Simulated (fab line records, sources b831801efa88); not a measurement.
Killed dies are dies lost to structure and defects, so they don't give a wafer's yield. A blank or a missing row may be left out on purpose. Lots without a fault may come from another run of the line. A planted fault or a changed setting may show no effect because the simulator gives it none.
Which tool did it? | flow sky130 | 11 lots, 33 wafers sampled, at 3 steps of a route of 708

WHAT THE GAUGES READ, wafer by wafer
SKY_SD_P_TW_MEAS_11.
lot  | measured     | on            | SD_P_TW
L676 | day 25 06:07 | film_metro-04 | 2813 2804 2797
L678 | day 26 02:52 | film_metro-04 | 2806 2813 2808
L679 | day 26 10:35 | film_metro-03 | 2834 2833 2844
L680 | day 27 00:58 | film_metro-03 | 2842 2849 2839
L682 | day 27 11:49 | film_metro-03 | 2835 2873 2842
L683 | day 28 08:00 | film_metro-03 | 3163 3154 3156
L686 | day 29 09:16 | film_metro-04 | 2794 2798 2798
L693 | day 31 17:46 | film_metro-04 | 3105 3103 3091
L695 | day 32 00:01 | film_metro-03 | 2822 2816 2818
L696 | day 32 07:48 | film_metro-04 | 2815 2787 2786
L697 | day 32 09:22 | film_metro-03 | 2806 2809 2812

WHICH TOOL RAN EACH LOT (tool, then ch and the chambers of the sampled wafers, then the start)
lot  | SKY_SD_P_IMPLANT_09             | SKY_SD_P_STRIP_10
L676 | implanter-02 ch 0, day 25 05:54 | plasma_asher-02 ch 0,1, day 25 06:02
L678 | implanter-01 ch 0, day 26 02:39 | plasma_asher-02 ch 0,1, day 26 02:47
L679 | implanter-01 ch 0, day 26 10:20 | plasma_asher-02 ch 0,1, day 26 10:29
L680 | implanter-01 ch 0, day 27 00:43 | plasma_asher-03 ch 0,1, day 27 00:52
L682 | implanter-01 ch 0, day 27 11:34 | plasma_asher-01 ch 0,1, day 27 11:42
L683 | implanter-02 ch 0, day 28 07:24 | plasma_asher-01 ch 0,1, day 28 07:50
L686 | implanter-02 ch 0, day 29 09:02 | plasma_asher-02 ch 0,1, day 29 09:10
L693 | implanter-02 ch 0, day 31 17:13 | plasma_asher-02 ch 0,1, day 31 17:40
L695 | implanter-01 ch 0, day 31 23:46 | plasma_asher-03 ch 0,1, day 31 23:55
L696 | implanter-02 ch 0, day 32 07:33 | plasma_asher-01 ch 0,1, day 32 07:42
L697 | implanter-01 ch 0, day 32 09:07 | plasma_asher-02 ch 1, day 32 09:16
- SKY_SD_P_IMPLANT_09
- SKY_SD_P_STRIP_10: strips in O2/N2.

THE ANSWER, worked out from the rows above alone
Rule: what is usual is taken from the lots themselves. Put in order of their means at a reading, lots are off if they are a third of the lots or fewer, leave a main group of 4 or more, and stand apart from it by a gap of 3 or more times the standard deviation of the main group's means; of several such gaps the widest counts. A main group whose means are all the same, to the digits that the tables above print for the reading, isn't used. A lot without any number at a reading at which 4 lots or more have one is off too. The other lots that the step has rows for count as sound.
Off: L683, L693, at SKY_SD_P_TW_MEAS_11 (SD_P_TW). The main group: mean 2818, standard deviation 19.
A tool fits if, at a process step before that reading, it ran every lot that is off, and no sound lot after the first of them. The gauges at SKY_SD_P_TW_MEAS_11 are tried like those tools. None of those tried fits.

WHAT THE SIMULATOR HAD PUT IN
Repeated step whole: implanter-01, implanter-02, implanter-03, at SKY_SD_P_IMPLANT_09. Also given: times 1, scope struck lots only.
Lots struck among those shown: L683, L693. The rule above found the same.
